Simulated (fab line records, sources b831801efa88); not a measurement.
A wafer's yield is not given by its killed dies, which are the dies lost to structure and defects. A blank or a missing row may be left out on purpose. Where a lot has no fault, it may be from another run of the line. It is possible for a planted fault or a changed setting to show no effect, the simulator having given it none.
One fault through the eyes of 2 desks -- flow sky130 -- every desk sees just its own numbers, and what lay behind them comes last

## THE TOOL OWNER'S DESK: rie_metal-01
The tool's own readings at SKY_METAL4_ETCH_16 (etches BARC in N2/H2, stops on SiO2, time 88.2 s, target depth 60 nm): means of the sampled wafers that have a number, for each lot that ran on this tool. A lot is out of limits, marked OUT, if its mean lies more than 4 standard deviations from the usual mean; the brackets give that distance.
Columns: A = bias_w at SKY_METAL4_ETCH_16, usual 100.0 W; B = chamber_pressure_mTorr at SKY_METAL4_ETCH_16, usual 30.003 mTorr; C = drypump_motor_current_A at SKY_METAL4_ETCH_16, usual 5.6 A; D = h2_flow_sccm at SKY_METAL4_ETCH_16, usual 200.0 sccm; E = oes_product_au at SKY_METAL4_ETCH_16, usual 0.625 a.u.; F = throttle_valve_pct at SKY_METAL4_ETCH_16, usual 13.206 %
lot,first seen here,A,B,C,D,E,F
L895,day 43 03:06,99.9,29.980,5.5,200.3,0.622,13.216
L896,day 43 14:51,99.7,29.991,5.7,199.9,0.624,13.201
L900,day 44 09:51,100.0,30.002,5.4,199.5,0.623,13.209
Finding of this desk: none of the 3 lots has anything out of limits.

## AT THE METROLOGY DESK
What the gauges read for every lot (on any tool): the sampled wafers with a number, averaged. A lot is out of limits, marked OUT, if its mean lies more than 4 standard deviations from the usual mean; the brackets give that distance.
Columns: A = VIA2_W_THK at SKY_VIA2_THK_MEAS_23, usual 441 nm; B = cd_nm at SKY_VIA3_CD_MEAS_12, usual 199.9 nm; C = VIA4_BOW at SKY_VIA4_BOW_MEAS_03, usual 79 um
lot,first seen here,A,B,C
L893,day 36 21:55,433,201.2,76
L895,day 37 18:54,434,199.5,81
L896,day 38 07:15,433,197.6,75
L897,day 38 14:03,434,200.6,87
L898,day 38 18:29,441,199.7,71
L900,day 39 06:54,443,201.3,85
L901,day 39 11:52,436,199.6,80
L903,day 40 05:42,436,203.8,81
L904,day 40 11:14,443,201.6,78
L905,day 40 17:52,447,198.5,83
L907,day 41 02:35,441,197.7,-
L908,day 41 11:15,444,198.8,-
L909,day 41 18:47,436,198.7,78
L915,day 43 01:48,443,201.9,93
Finding of this desk: none of the 14 lots has anything out of limits.

## BROUGHT TOGETHER
The tool owner's desk saw nothing out of limits.
Metrology desk: nothing out of limits seen.

## WHAT HAD BEEN PUT IN BY THE SIMULATOR
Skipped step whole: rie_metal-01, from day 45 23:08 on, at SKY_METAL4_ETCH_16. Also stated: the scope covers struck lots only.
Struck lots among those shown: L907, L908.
